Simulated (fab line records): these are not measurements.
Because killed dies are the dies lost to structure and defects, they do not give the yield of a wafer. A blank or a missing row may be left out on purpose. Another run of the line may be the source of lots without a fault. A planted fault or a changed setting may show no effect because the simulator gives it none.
Chamber matching | flow gf180mcu | GF_V3_CVD_02 on pecvd-02 has 3 sister chambers
The step deposits SiO2 from TEOS, target thk 850 nm, time 94.851 s. 6 wafers are shown with their chamber, then 7 later ones without.

## EACH WAFER AND ITS CHAMBER
wafer  | chamber | heaterPowerW (W)
L771.5 | 0       | 496
L772.4 | 0       | 653
L772.6 | 2       | 1004
L776.1 | 2       | 1072
L776.6 | 1       | 547
L778.1 | 1       | 688

## WAFERS WITH NO CHAMBER GIVEN
wafer  | heaterPowerW (W)
L778.2 | 937
L778.4 | 535
L780.1 | 509
L780.4 | 687
L780.6 | 1055
L782.1 | 539
L782.3 | 544

## EACH ONE'S CHAMBER
wafer  | from the rows above     | in truth
L778.2 | 2                       | 2
L778.4 | can't be placed: 0 or 1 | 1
L780.1 | can't be placed: 0 or 1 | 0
L780.4 | can't be placed: 1 or 0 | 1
L780.6 | 2                       | 2
L782.1 | can't be placed: 0 or 1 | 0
L782.3 | can't be placed: 0 or 1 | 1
Correct placement for 2 of the 7. From these rows, 5 cannot be placed; in 5 the true chamber is one of the candidates. Wrongly placed: 0.
How it was worked out, from the rows above alone: a wafer's distance from a chamber is the root of the sum, over the readings, of the square of ((its reading less the chamber's mean) divided by the reading's scatter). If the next closest chamber is less than 2 further off than the closest, the wafer can't be placed; otherwise it belongs to the closest. A chamber's mean is the mean of its shown wafers. How the scatter is found: for the shown wafers, subtract from each reading the mean of its chamber, square and add these, divide the total by (wafers less chambers), then take the root.
